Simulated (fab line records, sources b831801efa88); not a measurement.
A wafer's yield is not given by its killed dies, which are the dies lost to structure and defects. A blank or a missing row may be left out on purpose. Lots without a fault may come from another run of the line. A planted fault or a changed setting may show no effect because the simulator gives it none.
A struck lot beside a sound one ; flow sky130 ; 14 out of 708 route steps
Sound: these wafers, L864.2, L864.3, L864.4. The struck wafers were L863.1, L863.2, L863.6. The cause is given at the end.
Each step with rows lists, per side, the tool, then ch with its chambers, then its first start. Under that, the readings that differ: sound wafers ; struck wafers ; difference of the means ; sigmas: that difference in standard deviations of wafers without a fault.
alike: words and numbers the same on both sides, and readings whose means are apart by under 2 such deviations; not compared: readings that were withheld, readings missing a value for some wafer, numbers with overlapping values and no deviation given by the record, and bounds like >300 which may hide the same value.
Wherever a step has rows on one side only, a row that says differs or no value, or a row with sigmas, the two part there. Non-overlapping numbers with no deviation appear without sigmas and do not part them. Lack of a reading on every wafer of one side parts them only where that side has two or more wafers.

first, 4 steps without rows for these wafers: SKY_FIELD_ISO_CLEAN_19 (cleans in SC1/SC2, time 150 s); SKY_FIELD_ISO_CLEAN_20 (cleans in dHF, time 20 s); SKY_FIELD_ISO_WET_ETCH_21 (etches SiO2 in dHF, target depth 20 nm, time 400 s); SKY_FIELD_ISO_OXIDATION_22 (stabilise 600 s, purge 300 s, target thk 10 nm).
SKY_FIELD_ISO_THK_MEAS_23:
  sound: filmMetro-01 at day 6 11:17; struck: filmMetro-02 at day 6 05:44
  alike: FIELD_ISO_OXIDATION_01_THK
then, 1 step without rows for these wafers: SKY_FIELD_ISO_CVD_24 (deposits SiO2, target thk 595 nm, time 99.2 s).
SKY_FIELD_ISO_THK_MEAS_25:
  sound: filmMetro-02 at day 6 11:25; struck: filmMetro-04 at day 6 05:52
  alike: FIELD_ISO_CVD_24_THK
then, 1 step without rows for these wafers: SKY_FIELD_ISO_ANNEAL_26 (time 1800 s).
SKY_FIELD_ISO_CMP_27: polishes, stops on Si3N4, t overpolish 16 s, target thk 457.8 nm.
  sound on cmp-01 ch 1,2,3, day 6 13:16; struck on cmp-01 ch 2,3, day 6 08:55
  alike: edgeZonePressureFrac, motorCurrentA, overpolishRunS, platenRpm, timeToEndpointS
then, 3 steps without rows for these wafers: SKY_FIELD_ISO_WET_ETCH_28 (etches SiO2 in dHF, target depth 23.7 nm, time 47 s); SKY_FIELD_ISO_WET_ETCH_29 (etches Si3N4 in H3PO4, target depth 160 nm, time 1825 s); SKY_FIELD_ISO_WET_ETCH_30 (etches SiO2 in dHF, target depth 25 nm, time 50 s).
SKY_NWELL_CLEAN_00: cleans in SC1/SC2, time 150 s.
  sound on wetBench-02 ch 3, day 6 14:08; struck on wetBench-02 ch 2, day 6 09:46
  no value came back on the struck wafers for bathGuardTempC (C), bathHeatDutyPct (%), timeS (s); on the sound wafers bathGuardTempC (C) reads 69.8 70.1 70.2
then, 1 step without rows for these wafers: SKY_NWELL_OXIDATION_01 (stabilise 600 s, purge 300 s, target thk 10 nm).

## WHERE THEY PART
Within this record, at SKY_NWELL_CLEAN_00 only.

WHY: whatever the simulator had introduced
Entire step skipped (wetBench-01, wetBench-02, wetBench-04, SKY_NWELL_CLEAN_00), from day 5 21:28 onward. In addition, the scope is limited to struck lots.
